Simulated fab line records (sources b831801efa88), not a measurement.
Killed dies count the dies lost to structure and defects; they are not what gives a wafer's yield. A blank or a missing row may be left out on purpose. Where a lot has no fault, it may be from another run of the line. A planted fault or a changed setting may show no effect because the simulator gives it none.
Which tool is to blame? || flow gf180mcu || 36 wafers from 12 lots sampled at 2 of the route's 602 steps

WHAT THE GAUGES SHOWED, per wafer
GF_PSD_CD_MEAS_07: the cd target is 400 nm.
{"lot": "L075", "measured": "day 14 13:49", "on": "cd sem-01", "cd nm (nm)": "399.4 400.3 401.0"}
{"lot": "L077", "measured": "day 15 01:32", "on": "cd sem-01", "cd nm (nm)": "402.5 400.9 400.1"}
{"lot": "L079", "measured": "day 16 01:46", "on": "cd sem-01", "cd nm (nm)": "397.7 397.4 398.2"}
{"lot": "L081", "measured": "day 16 12:20", "on": "cd sem-01", "cd nm (nm)": "401.1 401.8 402.7"}
{"lot": "L083", "measured": "day 17 08:09", "on": "cd sem-01", "cd nm (nm)": "402.8 403.8 403.0"}
{"lot": "L085", "measured": "day 18 03:50", "on": "cd sem-02", "cd nm (nm)": "399.2 400.4 400.2"}
{"lot": "L087", "measured": "day 19 01:32", "on": "cd sem-01", "cd nm (nm)": "398.2 400.0 399.5"}
{"lot": "L089", "measured": "day 19 17:09", "on": "cd sem-01", "cd nm (nm)": "399.7 400.5 400.7"}
{"lot": "L091", "measured": "day 20 09:31", "on": "cd sem-02", "cd nm (nm)": "398.6 399.3 398.8"}
{"lot": "L093", "measured": "day 21 03:29", "on": "cd sem-01", "cd nm (nm)": "401.6 401.5 400.7"}
{"lot": "L095", "measured": "day 21 19:08", "on": "cd sem-02", "cd nm (nm)": "400.7 402.0 404.0"}
{"lot": "L097", "measured": "day 22 06:05", "on": "cd sem-01", "cd nm (nm)": "397.6 397.6 399.1"}

WHICH TOOL RAN EACH LOT (tool, then ch and the chambers of the sampled wafers, then the start)
{"lot": "L075", "GF_NSD_STRIP_11": "plasma asher-04 ch 1, day 13 16:56"}
{"lot": "L077", "GF_NSD_STRIP_11": "plasma asher-02 ch 0,1, day 14 04:34"}
{"lot": "L079", "GF_NSD_STRIP_11": "plasma asher-04 ch 0,1, day 15 03:48"}
{"lot": "L081", "GF_NSD_STRIP_11": "plasma asher-02 ch 0,1, day 15 14:15"}
{"lot": "L083", "GF_NSD_STRIP_11": "plasma asher-02 ch 0,1, day 16 09:34"}
{"lot": "L085", "GF_NSD_STRIP_11": "plasma asher-03 ch 0,1, day 17 05:21"}
{"lot": "L087", "GF_NSD_STRIP_11": "plasma asher-04 ch 0,1, day 18 01:06"}
{"lot": "L089", "GF_NSD_STRIP_11": "plasma asher-03 ch 0,1, day 18 16:59"}
{"lot": "L091", "GF_NSD_STRIP_11": "plasma asher-03 ch 0,1, day 19 09:32"}
{"lot": "L093", "GF_NSD_STRIP_11": "plasma asher-03 ch 0,1, day 20 03:07"}
{"lot": "L095", "GF_NSD_STRIP_11": "plasma asher-03 ch 0,1, day 20 19:22"}
{"lot": "L097", "GF_NSD_STRIP_11": "plasma asher-04 ch 0,1, day 21 06:27"}
- GF_NSD_STRIP_11: strips in O2/N2.

THE ANSWER, worked out from the rows above alone
Rule: usual is defined by the lots themselves. Put in order of their means at a reading, lots are off if they are a third of the lots or fewer, leave a main group of 4 or more, and stand apart from it by a gap of 3 or more times the standard deviation of the main group's means; of several such gaps the widest counts. If all means in a main group match to the digits the tables above print for the reading, that group is not used. Also off: a lot with no number at a reading for which 4 or more lots have one. Where the step has rows for the other lots, those lots are counted as sound.
None of the lots is off at any reading shown; this tells nothing.

WHAT HAD BEEN PUT IN BY THE SIMULATOR
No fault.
